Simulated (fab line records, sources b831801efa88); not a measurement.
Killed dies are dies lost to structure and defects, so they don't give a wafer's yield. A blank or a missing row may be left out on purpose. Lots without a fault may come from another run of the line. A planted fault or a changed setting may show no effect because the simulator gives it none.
Chamber matching | flow gf180mcu | GF_CONTACT_ETCH_16 on rie_diel-03: 4 sister chambers
The step etches BARC in N2/H2. 8 wafers are shown with their chamber, then 11 later ones without.

WAFERS WITH THEIR CHAMBER
wafer  | chamber | rf_fwd_power_W (W) | throttle_valve_pct (%)
L079.5 | 1       | 494.4              | 13.228
L085.3 | 0       | 498.9              | 13.209
L085.5 | 0       | 497.9              | 13.225
L086.2 | 1       | 498.3              | 13.206
L086.6 | 3       | 492.1              | 13.238
L088.5 | 2       | 495.6              | 13.223
L088.6 | 3       | 494.9              | 13.213
L091.2 | 2       | 495.3              | 13.224

WAFERS WITHOUT THEIR CHAMBER
wafer  | rf_fwd_power_W (W) | throttle_valve_pct (%)
L091.5 | 498.3              | 13.225
L091.6 | 496.7              | 13.241
L093.4 | 495.5              | 13.222
L093.5 | 494.4              | 13.226
L093.6 | 495.9              | 13.213
L095.1 | 496.8              | 13.228
L095.4 | 498.3              | 13.231
L095.5 | 497.0              | 13.226
L097.1 | 496.4              | 13.221
L097.3 | 496.5              | 13.202
L097.5 | 493.4              | 13.195

WHICH CHAMBER EACH WENT THROUGH
wafer  | from the rows above               | in truth
L091.5 | can't be placed: 0 or 1 or 2      | 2
L091.6 | can't be placed: 2 or 1 or 0 or 3 | 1
L093.4 | can't be placed: 2 or 1 or 3 or 0 | 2
L093.5 | can't be placed: 3 or 2 or 1 or 0 | 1
L093.6 | can't be placed: 1 or 2 or 0 or 3 | 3
L095.1 | can't be placed: 2 or 1 or 0 or 3 | 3
L095.4 | can't be placed: 0 or 1 or 2 or 3 | 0
L095.5 | can't be placed: 1 or 2 or 0 or 3 | 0
L097.1 | can't be placed: 1 or 2 or 0 or 3 | 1
L097.3 | can't be placed: 1 or 0 or 2 or 3 | 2
L097.5 | can't be placed: 3 or 1 or 2 or 0 | 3
Placed correctly: 0 of 11. Can't be placed from these rows: 11 (the true chamber is among the candidates in 11). Placed wrongly: 0.
How it was worked out, from the rows above alone: a wafer's distance from a chamber is the root of the sum, over the readings, of the square of ((its reading less the chamber's mean) divided by the reading's scatter). The wafer belongs to the nearest chamber; if the next one is less than 2 further off, it can't be placed. A chamber's mean is the mean of its shown wafers. The scatter: the root of (the sum of the squares of (reading less its chamber's mean) over the shown wafers, divided by (wafers less chambers)).
